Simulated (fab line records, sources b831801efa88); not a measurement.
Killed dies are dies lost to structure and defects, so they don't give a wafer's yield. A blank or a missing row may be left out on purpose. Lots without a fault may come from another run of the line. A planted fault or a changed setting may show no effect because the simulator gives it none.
Chamber matching | flow sfq_line | SFQ_TRILAYER_I3_VIA_ETCH_VIA_ETCH_088 on rie_diel-02: 4 sister chambers
The step etches SiO2 in CHF3, stops on Nb, target depth 260 nm. 7 wafers are shown with their chamber, then 7 later ones without.

WAFERS WITH THEIR CHAMBER
wafer  | chamber | oes_product_au (a.u.)
L457.5 | 0       | 0.857
L459.5 | 3       | 0.858
L461.3 | 1       | 0.847
L461.4 | 2       | 0.856
L461.5 | 1       | 0.852
L462.1 | 3       | 0.852
L462.2 | 2       | 0.856

WAFERS WITHOUT THEIR CHAMBER
wafer  | oes_product_au (a.u.)
L462.6 | 0.854
L463.3 | 0.858
L463.4 | 0.853
L463.6 | 0.854
L465.1 | 0.846
L465.2 | 0.853
L465.6 | 0.856

WHICH CHAMBER EACH WENT THROUGH
wafer  | from the rows above               | in truth
L462.6 | can't be placed: 3 or 2 or 0 or 1 | 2
L463.3 | can't be placed: 0 or 2 or 3      | 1
L463.4 | can't be placed: 3 or 2 or 1 or 0 | 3
L463.6 | can't be placed: 3 or 2 or 0 or 1 | 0
L465.1 | can't be placed: 1 or 3           | 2
L465.2 | can't be placed: 3 or 2 or 1 or 0 | 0
L465.6 | can't be placed: 2 or 0 or 3      | 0
Placed correctly: 0 of 7. Can't be placed from these rows: 7 (the true chamber is among the candidates in 5). Placed wrongly: 0.
How it was worked out, from the rows above alone: a wafer's distance from a chamber is the root of the sum, over the readings, of the square of ((its reading less the chamber's mean) divided by the reading's scatter). The wafer belongs to the nearest chamber; if the next one is less than 2 further off, it can't be placed. A chamber's mean is the mean of its shown wafers. The scatter: the root of (the sum of the squares of (reading less its chamber's mean) over the shown wafers, divided by (wafers less chambers)).
